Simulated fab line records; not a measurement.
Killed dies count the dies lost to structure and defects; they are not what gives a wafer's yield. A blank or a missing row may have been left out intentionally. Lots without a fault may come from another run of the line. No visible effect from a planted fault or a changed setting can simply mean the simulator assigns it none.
Which tool did it? | flow gf180mcu | 12 lots with 36 wafers sampled at 3 steps, on a route of 602 steps

## WHAT THE GAUGES READ, wafer by wafer
GF_MIM_THK_MEAS_06.
lot  | measured     | on            | MIM_CVD_05_THK (nm)
L075 | day 27 01:50 | film-metro-03 | 42.5 42.9 43.6
L077 | day 27 16:40 | film-metro-01 | 42.1 42.2 43.1
L079 | day 28 07:35 | film-metro-01 | 41.7 42.2 42.3
L081 | day 28 18:32 | film-metro-01 | 41.4 43.4 42.6
L083 | day 29 11:41 | film-metro-04 | 41.9 42.2 42.8
L085 | day 30 03:23 | film-metro-01 | 41.4 42.2 42.4
L087 | day 30 11:59 | film-metro-04 | 42.2 42.8 42.8
L089 | day 31 01:14 | film-metro-01 | 41.7 42.7 43.1
L091 | day 31 15:58 | film-metro-01 | 42.0 42.4 43.2
L093 | day 32 01:39 | film-metro-04 | 41.4 42.3 42.7
L095 | day 32 12:49 | film-metro-03 | 42.0 42.0 42.8
L097 | day 32 23:48 | film-metro-01 | 42.0 42.1 43.2

## EACH LOT AND THE TOOL THAT RAN IT (in order: tool; ch and the chambers of the sampled wafers; start)
lot  | GF_M4_STRIP_17                       | GF_V4_ETCH_16
L075 | plasma-asher-02 ch 0,1, day 26 00:48 | rie-diel-03 ch 0,2,3, day 27 00:13
L077 | plasma-asher-02 ch 0, day 26 15:25   | rie-diel-01 ch 1,3, day 27 14:49
L079 | plasma-asher-04 ch 0,1, day 27 07:15 | rie-diel-01 ch 1,3, day 28 05:58
L081 | plasma-asher-02 ch 0,1, day 27 17:54 | rie-diel-03 ch 0,1,2, day 28 16:55
L083 | plasma-asher-01 ch 0,1, day 28 11:36 | rie-diel-03 ch 2,3, day 29 09:31
L085 | plasma-asher-02 ch 0,1, day 29 03:25 | rie-diel-01 ch 0,3, day 30 01:46
L087 | plasma-asher-04 ch 0,1, day 29 13:24 | rie-diel-01 ch 0,1,3, day 30 10:16
L089 | plasma-asher-02 ch 0,1, day 30 02:25 | rie-diel-01 ch 0,2, day 30 23:37
L091 | plasma-asher-04 ch 0,1, day 30 18:09 | rie-diel-01 ch 0,2,3, day 31 14:22
L093 | plasma-asher-04 ch 0,1, day 31 03:28 | rie-diel-01 ch 1,2,3, day 31 23:46
L095 | plasma-asher-01 ch 0,1, day 31 15:03 | rie-diel-03 ch 0,1, day 32 11:10
L097 | plasma-asher-02 ch 0,1, day 32 02:44 | rie-diel-03 ch 1,3, day 32 22:10
- GF_M4_STRIP_17: strips in O2/N2.
- GF_V4_ETCH_16: etches BARC in N2/H2.

## THE ANSWER, worked out from the rows above alone
Rule: usual is defined by the lots themselves. The widest of any qualifying gaps counts: lots, ordered by their means at a reading, are off when they make up no more than a third of the lots, leave a main group of 4 or more, and stand apart from it by 3 or more times the standard deviation of that group's means. A main group whose means are all the same, to the digits that the tables above print for the reading, isn't used. Also off: a lot with no number at a reading for which 4 or more lots have one. The other lots that the step has rows for count as sound.
No lot is off at any reading shown: from this, nothing can be told.

## WHAT WAS PUT IN BY THE SIMULATOR
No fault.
